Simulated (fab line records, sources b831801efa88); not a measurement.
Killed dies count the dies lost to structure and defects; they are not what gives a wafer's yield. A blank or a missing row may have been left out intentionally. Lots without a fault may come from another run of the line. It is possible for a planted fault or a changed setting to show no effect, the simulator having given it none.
What tool caused it? ; flow sky130 ; 11 lots, 33 wafers sampled, at 2 steps of a route of 708

WHAT THE GAUGES SHOWED, per wafer
SKY_POLY_GATE_THK_MEAS_01.
lot;measured;on;POLY_GATE_CVD_00_THK (nm)
L361;day 14 15:27;film_metro-01;184.1 184.0 184.9
L362;day 14 15:26;film_metro-03;179.1 180.8 180.1
L363;day 15 01:38;film_metro-03;182.5 182.9 183.9
L366;day 16 07:46;film_metro-03;181.3 182.8 182.7
L369;day 16 20:00;film_metro-03;164.2 145.3 134.8
L371;day 17 12:18;film_metro-02;107.1 107.0 109.0
L379;day 20 12:58;film_metro-03;177.2 179.2 178.0
L380;day 20 20:46;film_metro-01;179.8 180.5 180.9
L382;day 21 16:43;film_metro-01;179.0 180.4 178.8
L383;day 21 21:04;film_metro-03;179.0 178.8 180.5
L384;day 22 00:04;film_metro-03;178.2 178.0 179.0

TOOL THAT RAN EACH LOT (tool first, then ch and the chambers of the sampled wafers, then the start)
lot;SKY_POLY_GATE_CVD_00
L361;lpcvd-01 ch 1, day 14 13:38
L362;lpcvd-01 ch 0, day 14 13:38
L363;lpcvd-01 ch 0, day 15 00:25
L366;lpcvd-01 ch 0, day 16 06:34
L369;lpcvd-01 ch 0, day 16 18:47
L371;lpcvd-01 ch 0, day 17 10:29
L379;lpcvd-01 ch 1, day 20 11:46
L380;lpcvd-01 ch 0, day 20 19:32
L382;lpcvd-01 ch 0, day 21 14:55
L383;lpcvd-01 ch 0, day 21 19:16
L384;lpcvd-01 ch 1, day 21 22:52
- SKY_POLY_GATE_CVD_00: deposits poly-Si, target thk 180 nm, time 720 s.

THE ANSWER, worked out from the rows above alone
Rule: the lots themselves supply what counts as usual. The widest of any qualifying gaps counts: lots, ordered by their means at a reading, are off when they make up no more than a third of the lots, leave a main group of 4 or more, and stand apart from it by 3 or more times the standard deviation of that group's means. The tables above print the reading to a certain number of digits; a main group whose means all agree to those digits is not used. Also off: a lot with no number at a reading for which 4 or more lots have one. Any other lot the step has rows for is counted as sound.
Off: L369, L371, seen at SKY_POLY_GATE_THK_MEAS_01 (POLY_GATE_CVD_00_THK). Main group: mean 180.6 nm, sd 2.
If a tool, at a process step before that reading, ran all the lots that are off and no sound lot after the first of them, it fits. The gauges at SKY_POLY_GATE_THK_MEAS_01 are tried like those tools. No candidate that was tried fits.

WHAT WAS PUT IN BY THE SIMULATOR
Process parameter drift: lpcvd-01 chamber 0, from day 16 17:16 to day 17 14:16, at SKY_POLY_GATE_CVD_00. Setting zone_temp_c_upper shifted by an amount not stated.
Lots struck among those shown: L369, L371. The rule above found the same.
